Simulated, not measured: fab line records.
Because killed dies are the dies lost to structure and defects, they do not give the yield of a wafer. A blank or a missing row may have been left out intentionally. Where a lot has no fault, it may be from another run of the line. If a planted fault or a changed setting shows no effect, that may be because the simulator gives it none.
Which tool did it? :: flow gf180mcu :: Sampling: 14 lots, 42 wafers, 4 of 602 route steps

== WHAT THE GAUGES SHOWED, per wafer ==
GF_PSD_RS_MEAS_14: the measuring method here is four-point-probe. Usual: NSD_RS 46.13 ohm/sq, standard deviation 0.085.
lot: L432
measured: day 14 02:00
on: film_metro-01
NSD_RS (ohm/sq): 46.29 46.17 46.20
flag: 

lot: L433
measured: day 15 01:33
on: film_metro-01
NSD_RS (ohm/sq): 46.16 46.09 46.12
flag: 

lot: L435
measured: day 15 09:28
on: film_metro-04
NSD_RS (ohm/sq): 46.07 46.11 46.02
flag: 

lot: L436
measured: day 15 19:07
on: film_metro-03
NSD_RS (ohm/sq): 46.15 46.18 46.07
flag: 

lot: L437
measured: day 15 23:21
on: film_metro-03
NSD_RS (ohm/sq): 46.21 46.14 46.06
flag: 

lot: L438
measured: day 16 04:44
on: film_metro-04
NSD_RS (ohm/sq): 45.95 46.09 46.14
flag: 

lot: L439
measured: day 16 19:05
on: film_metro-01
NSD_RS (ohm/sq): 46.10 45.99 46.10
flag: 

lot: L440
measured: day 17 01:06
on: film_metro-03
NSD_RS (ohm/sq): 46.23 46.21 46.25
flag: 

lot: L441
measured: day 17 07:53
on: film_metro-04
NSD_RS (ohm/sq): 46.10 46.09 46.04
flag: 

lot: L442
measured: day 17 16:38
on: film_metro-03
NSD_RS (ohm/sq): 46.15 46.22 46.19
flag: 

lot: L444
measured: day 18 11:43
on: film_metro-03
NSD_RS (ohm/sq): 46.10 46.24 46.21
flag: 

lot: L449
measured: day 20 07:11
on: film_metro-01
NSD_RS (ohm/sq): 46.15 46.14 46.10
flag: 

lot: L453
measured: day 21 13:56
on: film_metro-03
NSD_RS (ohm/sq): 46.06 46.07 46.24
flag: 

lot: L454
measured: day 21 17:26
on: film_metro-03
NSD_RS (ohm/sq): 46.21 46.24 46.31
flag: 

GF_V1_OVL_MEAS_15. Usual: V1_OVL 1 nm, standard deviation 6.2.
lot: L432
measured: day 17 22:51
on: overlay-02
V1_OVL (nm): 11 -2 2
flag: 

lot: L433
measured: day 19 01:56
on: overlay-01
V1_OVL (nm): 5 2 0
flag: 

lot: L435
measured: day 19 10:43
on: overlay-01
V1_OVL (nm): -16 -9 -13
flag: 

lot: L436
measured: day 19 21:21
on: overlay-02
V1_OVL (nm): 12 8 13
flag: 

lot: L437
measured: day 20 00:12
on: overlay-02
V1_OVL (nm): -3 6 -11
flag: 

lot: L438
measured: day 20 06:20
on: overlay-01
V1_OVL (nm): 12 3 4
flag: 

lot: L439
measured: day 20 23:40
on: overlay-01
V1_OVL (nm): -2 4 0
flag: 

lot: L440
measured: day 21 05:18
on: overlay-02
V1_OVL (nm): 1 1 0
flag: 

lot: L441
measured: day 21 13:09
on: overlay-01
V1_OVL (nm): -3 -7 -11
flag: 

lot: L442
measured: day 21 20:38
on: overlay-02
V1_OVL (nm): 5 0 11
flag: 

lot: L444
measured: day 22 14:09
on: overlay-02
V1_OVL (nm): -2 0 -6
flag: 

lot: L449
measured: day 24 09:17
on: overlay-02
V1_OVL (nm): -1 -12 1
flag: 

lot: L453
measured: day 25 11:11
on: overlay-02
V1_OVL (nm): 0 -6 -4
flag: 

lot: L454
measured: day 25 15:44
on: overlay-02
V1_OVL (nm): -1 -1 -2
flag: 

== WHICH TOOL RAN EACH LOT (tool, then ch and the chambers of the sampled wafers, then the start) ==
lot: L432
GF_HV_LDD_IMPLANT_48: implanter-04 ch 0, day 12 04:43
GF_HV_LDD_RTA_52: rtp_anneal-01 ch 0, day 12 05:05

lot: L433
GF_HV_LDD_IMPLANT_48: implanter-04 ch 0, day 12 21:31
GF_HV_LDD_RTA_52: rtp_anneal-02 ch 0, day 12 21:52

lot: L435
GF_HV_LDD_IMPLANT_48: implanter-01 ch 0, day 13 11:44
GF_HV_LDD_RTA_52: rtp_anneal-02 ch 0, day 13 12:06

lot: L436
GF_HV_LDD_IMPLANT_48: implanter-03 ch 0, day 13 20:34
GF_HV_LDD_RTA_52: rtp_anneal-01 ch 0, day 13 20:55

lot: L437
GF_HV_LDD_IMPLANT_48: implanter-04 ch 0, day 14 00:35
GF_HV_LDD_RTA_52: rtp_anneal-01 ch 0, day 14 00:56

lot: L438
GF_HV_LDD_IMPLANT_48: implanter-03 ch 0, day 14 07:07
GF_HV_LDD_RTA_52: rtp_anneal-02 ch 0, day 14 07:28

lot: L439
GF_HV_LDD_IMPLANT_48: implanter-03 ch 0, day 14 18:57
GF_HV_LDD_RTA_52: rtp_anneal-01 ch 0, day 14 19:19

lot: L440
GF_HV_LDD_IMPLANT_48: implanter-01 ch 0, day 15 01:07
GF_HV_LDD_RTA_52: rtp_anneal-01 ch 0, day 15 01:29

lot: L441
GF_HV_LDD_IMPLANT_48: implanter-04 ch 0, day 15 06:37
GF_HV_LDD_RTA_52: rtp_anneal-01 ch 0, day 15 06:58

lot: L442
GF_HV_LDD_IMPLANT_48: implanter-01 ch 0, day 15 16:07
GF_HV_LDD_RTA_52: rtp_anneal-02 ch 0, day 15 16:29

lot: L444
GF_HV_LDD_IMPLANT_48: implanter-01 ch 0, day 16 08:44
GF_HV_LDD_RTA_52: rtp_anneal-02 ch 0, day 16 09:05

lot: L449
GF_HV_LDD_IMPLANT_48: implanter-03 ch 0, day 18 03:34
GF_HV_LDD_RTA_52: rtp_anneal-02 ch 0, day 18 03:55

lot: L453
GF_HV_LDD_IMPLANT_48: implanter-03 ch 0, day 19 10:24
GF_HV_LDD_RTA_52: rtp_anneal-02 ch 0, day 19 10:46

lot: L454
GF_HV_LDD_IMPLANT_48: implanter-03 ch 0, day 19 14:41
GF_HV_LDD_RTA_52: rtp_anneal-02 ch 0, day 19 15:02
- GF_HV_LDD_IMPLANT_48
- GF_HV_LDD_RTA_52: time 10 s.

== AS READ BY THE TOOLS THEMSELVES (means over the sampled wafers that have a number; for cases with no such wafer, the mark the record gives instead) ==
GF_HV_LDD_IMPLANT_48. Usual: beam_energy_keV 25.000, standard deviation 0.0083; dose_ions_cm2 3e+13, standard deviation 3.4e+10.
lot: L432
tool: implanter-04
beam_energy_keV: 25.000
dose_ions_cm2: 3e+13
flag: 

lot: L433
tool: implanter-04
beam_energy_keV: 25.000
dose_ions_cm2: 3e+13
flag: 

lot: L435
tool: implanter-01
beam_energy_keV: 25.001
dose_ions_cm2: 3e+13
flag: 

lot: L436
tool: implanter-03
beam_energy_keV: 25.001
dose_ions_cm2: 3e+13
flag: 

lot: L437
tool: implanter-04
beam_energy_keV: 24.995
dose_ions_cm2: 3e+13
flag: 

lot: L438
tool: implanter-03
beam_energy_keV: 24.997
dose_ions_cm2: 3e+13
flag: 

lot: L439
tool: implanter-03
beam_energy_keV: 25.005
dose_ions_cm2: 3e+13
flag: 

lot: L440
tool: implanter-01
beam_energy_keV: 25.004
dose_ions_cm2: 3e+13
flag: 

lot: L441
tool: implanter-04
beam_energy_keV: 25.002
dose_ions_cm2: 3e+13
flag: 

lot: L442
tool: implanter-01
beam_energy_keV: 24.987
dose_ions_cm2: 3e+13
flag: 

lot: L444
tool: implanter-01
beam_energy_keV: 25.002
dose_ions_cm2: 3e+13
flag: 

lot: L449
tool: implanter-03
beam_energy_keV: 24.991
dose_ions_cm2: 3e+13
flag: 

lot: L453
tool: implanter-03
beam_energy_keV: 24.992
dose_ions_cm2: 3e+13
flag: 

lot: L454
tool: implanter-03
beam_energy_keV: 24.995
dose_ions_cm2: 3e+13
flag: 

GF_HV_LDD_RTA_52. Usual: lamp_power_pct 37.1 %, standard deviation 2.7; wafer_temp_C_max 1004.1, standard deviation 2.1.
lot: L432
tool: rtp_anneal-01
lamp_power_pct (%): 40.2
wafer_temp_C_max: 1007.0
flag: 

lot: L433
tool: rtp_anneal-02
lamp_power_pct (%): 34.9
wafer_temp_C_max: 1002.4
flag: 

lot: L435
tool: rtp_anneal-02
lamp_power_pct (%): 34.9
wafer_temp_C_max: 1001.9
flag: 

lot: L436
tool: rtp_anneal-01
lamp_power_pct (%): 40.3
wafer_temp_C_max: 1005.7
flag: 

lot: L437
tool: rtp_anneal-01
lamp_power_pct (%): 40.3
wafer_temp_C_max: 1005.5
flag: 

lot: L438
tool: rtp_anneal-02
lamp_power_pct (%): 34.9
wafer_temp_C_max: 1003.0
flag: 

lot: L439
tool: rtp_anneal-01
lamp_power_pct (%): 40.3
wafer_temp_C_max: 1006.8
flag: 

lot: L440
tool: rtp_anneal-01
lamp_power_pct (%): 40.2
wafer_temp_C_max: 1005.2
flag: 

lot: L441
tool: rtp_anneal-01
lamp_power_pct (%): 40.3
wafer_temp_C_max: 1006.6
flag: 

lot: L442
tool: rtp_anneal-02
lamp_power_pct (%): 34.9
wafer_temp_C_max: 1002.5
flag: 

lot: L444
tool: rtp_anneal-02
lamp_power_pct (%): 34.8
wafer_temp_C_max: 1002.2
flag: 

lot: L449
tool: rtp_anneal-02
lamp_power_pct (%): 34.9
wafer_temp_C_max: 1002.8
flag: 

lot: L453
tool: rtp_anneal-02
lamp_power_pct (%): 34.9
wafer_temp_C_max: 1002.5
flag: 

lot: L454
tool: rtp_anneal-02
lamp_power_pct (%): 34.8
wafer_temp_C_max: 1002.7
flag: 

== THE ANSWER, worked out from the rows above alone ==
Rule: a lot is off if the mean of its wafers that have a number lies more than 3 standard deviations from the usual mean. A lot without any number at a reading at which 4 lots or more have one is off too. Any other lot the step has rows for is counted as sound. Order of review: gauges by route order, followed by the tools' own readings, for which a lot's mean as printed above is used. The first step at which some lot is off is used, and at that step the reading that is off furthest; a lot without a number counts as furthest.
Nothing can be told from this: no lot is off at any reading shown.

== WHAT THE SIMULATOR PUT IN ==
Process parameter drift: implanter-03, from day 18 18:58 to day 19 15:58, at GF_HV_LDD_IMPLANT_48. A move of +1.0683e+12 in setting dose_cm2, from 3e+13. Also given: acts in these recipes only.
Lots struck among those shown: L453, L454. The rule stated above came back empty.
